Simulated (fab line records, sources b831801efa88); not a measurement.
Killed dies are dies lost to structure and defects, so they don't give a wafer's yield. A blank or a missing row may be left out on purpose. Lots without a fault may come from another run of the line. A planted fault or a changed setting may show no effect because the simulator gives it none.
Which tool did it? | flow sky130 | 6 lots, 18 wafers sampled, at 1 step of a route of 708

WHAT THE GAUGES READ, wafer by wafer
SKY_FIELD_ISO_BOW_MEAS_00.
lot  | measured    | on            | INCOMING_BOW (um)
L966 | day 1 15:01 | film_metro-04 | -3 -2 3
L970 | day 2 11:00 | film_metro-02 | 5 5 4
L978 | day 4 03:00 | film_metro-01 | 2 -3 -1
L980 | day 4 13:01 | film_metro-01 | 1 -2 -1
L984 | day 5 09:02 | film_metro-04 | -7 0 -8
L987 | day 6 00:04 | film_metro-04 | -2 5 -1

WHICH TOOL RAN EACH LOT (tool, then ch and the chambers of the sampled wafers, then the start)
The record holds no process step before these readings.

THE ANSWER, worked out from the rows above alone
Rule: what is usual is taken from the lots themselves. Put in order of their means at a reading, lots are off if they are a third of the lots or fewer, leave a main group of 4 or more, and stand apart from it by a gap of 3 or more times the standard deviation of the main group's means; of several such gaps the widest counts. A main group whose means are all the same, to the digits that the tables above print for the reading, isn't used. A lot without any number at a reading at which 4 lots or more have one is off too. The other lots that the step has rows for count as sound.
No lot is off at any reading shown: from this, nothing can be told.

WHAT THE SIMULATOR HAD PUT IN
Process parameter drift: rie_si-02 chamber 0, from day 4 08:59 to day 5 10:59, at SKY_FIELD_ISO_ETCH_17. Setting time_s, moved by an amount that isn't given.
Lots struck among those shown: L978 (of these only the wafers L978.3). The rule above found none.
